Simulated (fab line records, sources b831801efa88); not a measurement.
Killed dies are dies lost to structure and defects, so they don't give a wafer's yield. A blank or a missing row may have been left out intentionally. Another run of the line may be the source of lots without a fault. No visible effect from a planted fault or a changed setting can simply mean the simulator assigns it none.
8D (eight disciplines) problem report, filled in by code | flow sky130 | the parts of the form that need people (team, actions taken, sign-off) are left out

## 1. THE PROBLEM
SONOS_ONO_CVD_02_THK at SKY_SONOS_ONO_THK_MEAS_03 reads a mean of 13.77 nm on 6 wafers of 2 lots; wafers without a fault read 10.46 nm with a standard deviation of 0.11. Measured from the usual mean, that is +30 standard deviations.
First seen on wafer L722.1, day 12 20:00, on film metro-03. At this step, 42 wafers from 14 lots have a number in the record. By rule, "out" or "out of limits" means more than 4 standard deviations away from the usual mean. The rest of the wafers with a number are treated as sound.

## 2. WHAT IT IS; WHAT IT IS NOT
question                    | is                           | is not
which readings at this step | SONOS_ONO_CVD_02_THK         | -
which lots                  | L722, L723                   | L718, L719, L730, L731, L732, L733, L734, L735, L736, L738, L739, L740
which wafers of those lots  | all that have a number       | -
read on which gauges        | film metro-02, film metro-03 | film metro-04
when                        | from day 12 20:00            | up to then (6 sound wafers); but 30 sound wafers of L730, L731, L732, L733, L734, L735, L736, L738, L739, L740 came after

## 3. THE SUSPECTS, EACH WITH WHAT RULES IT OUT
Counting: a tool at any process step up to the reading remains a suspect when it ran all the lots that are out and ran no sound lot after the first of those.
- the gauge at SKY_SONOS_ONO_THK_MEAS_03 is ruled out. The wafers that are out were read on 2 gauges (film metro-02, film metro-03).
- lpcvd-02 at SKY_SONOS_ONO_CVD_02 (deposits Si3N4 from DCS/NH3, target thk 10.5 nm, time 180 s): ruled out as a lasting fault. Sound lots L730, L731, L732, L733, L734, L735, L736, L739, L738, L740 ran on it after its first lot that is out, L722 (day 12 18:25).
Left after counting: nothing in the record.

## 4. THE CAUSE (what the simulator had put in)
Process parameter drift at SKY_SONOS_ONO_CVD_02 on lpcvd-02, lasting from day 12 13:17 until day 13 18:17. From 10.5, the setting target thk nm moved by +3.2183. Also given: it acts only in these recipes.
The count ruled it out by mistake, since the rule takes a fault to strike every lot its tool runs from the start of the fault on, and this one did not do so.

## 5. THE EFFECT CHAIN, in route order
One row per reading whose mean, taken over the struck wafers that have a number, lies over 3 standard deviations from the usual. Only readings for which the record gives a usual standard deviation are gone through. hours: the time from each lot's start at the first step in this table that gives one to its start at this step, as a median over the lots. sigmas: the change in usual standard deviations.
hours | step                      | reading              | usual    | on struck wafers | change | sigmas
0     | SKY_SONOS_ONO_THK_MEAS_03 | SONOS_ONO_CVD_02_THK | 10.46 nm | 13.77            | +3.30  | +30
At these later measuring or inspecting steps, every struck wafer for which the step has a row has a number for every such reading, and none has moved that far: SKY_SONOS_ONO_OVL_MEAS_14, SKY_GATE_OXIDE_THK_MEAS_02.

## 6. HOW IT WOULD HAVE BEEN CAUGHT EARLIER
In this record the first reading out of limits at a measuring or inspecting step was taken at day 12 20:00, 7 hours after the fault began at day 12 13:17.
Tool readings at SKY_SONOS_ONO_CVD_02 with a usual standard deviation given in the record: none out on any struck wafer, hence no alarm at a limit of 4 standard deviations on them.
